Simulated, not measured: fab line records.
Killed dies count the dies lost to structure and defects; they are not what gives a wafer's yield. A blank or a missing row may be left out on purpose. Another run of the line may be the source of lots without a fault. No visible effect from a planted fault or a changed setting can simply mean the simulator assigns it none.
Which of the tools did it? :: flow gf180mcu :: 18 wafers from 6 lots sampled at 3 of the route's 602 steps

WHAT THE GAUGES SHOWED, per wafer
GF_TOP_METAL_OVL_MEAS_15.
lot: L964
measured: day 28 10:58
on: overlay-02
TOP_METAL_OVL (nm): -1.9 -0.9 -0.1

lot: L966
measured: day 29 03:22
on: overlay-02
TOP_METAL_OVL (nm): -2.0 -1.8 -1.8

lot: L972
measured: day 31 00:55
on: overlay-02
TOP_METAL_OVL (nm): -0.5 0.5 0.0

lot: L974
measured: day 31 15:14
on: overlay-01
TOP_METAL_OVL (nm): -1.5 -1.1 -0.1

lot: L983
measured: day 33 18:34
on: overlay-01
TOP_METAL_OVL (nm): 2.5 -0.9 1.5

lot: L985
measured: day 34 03:28
on: overlay-02
TOP_METAL_OVL (nm): 0.0 -0.3 1.0

WHICH TOOL RAN EACH LOT (tool, then ch and the chambers of the sampled wafers, then the start)
lot: L964
GF_V2_ETCH_16: rie diel-04 ch 1,2, day 20 14:16
GF_TOP_METAL_SPUTTER_01: pvd sputter-03, day 27 14:42

lot: L966
GF_V2_ETCH_16: rie diel-01 ch 1,3, day 21 12:27
GF_TOP_METAL_SPUTTER_01: pvd sputter-01, day 28 08:55

lot: L972
GF_V2_ETCH_16: rie diel-01 ch 0,3, day 23 19:37
GF_TOP_METAL_SPUTTER_01: pvd sputter-04, day 30 06:52

lot: L974
GF_V2_ETCH_16: rie diel-01 ch 0,2,3, day 24 14:35
GF_TOP_METAL_SPUTTER_01: pvd sputter-03, day 30 21:41

lot: L983
GF_V2_ETCH_16: rie diel-02 ch 0,2,3, day 27 06:19
GF_TOP_METAL_SPUTTER_01: pvd sputter-04, day 33 02:37

lot: L985
GF_V2_ETCH_16: rie diel-04 ch 0,2, day 27 19:03
GF_TOP_METAL_SPUTTER_01: pvd sputter-01, day 33 12:27
- GF_V2_ETCH_16: etches BARC in N2/H2.
- GF_TOP_METAL_SPUTTER_01: material TiN, target thk 30 nm, time 25 s.

THE ANSWER, worked out from the rows above alone
Rule: what is usual is taken from the lots themselves. Put in order of their means at a reading, lots are off if they are a third of the lots or fewer, leave a main group of 4 or more, and stand apart from it by a gap of 3 or more times the standard deviation of the main group's means; of several such gaps the widest counts. Not used: any main group whose means are identical at the precision the tables above print for the reading. A lot without any number at a reading at which 4 lots or more have one is off too. Where the step has rows for the other lots, those lots are counted as sound.
No lot is off at any reading shown: from this, nothing can be told.

WHAT HAD BEEN PUT IN BY THE SIMULATOR
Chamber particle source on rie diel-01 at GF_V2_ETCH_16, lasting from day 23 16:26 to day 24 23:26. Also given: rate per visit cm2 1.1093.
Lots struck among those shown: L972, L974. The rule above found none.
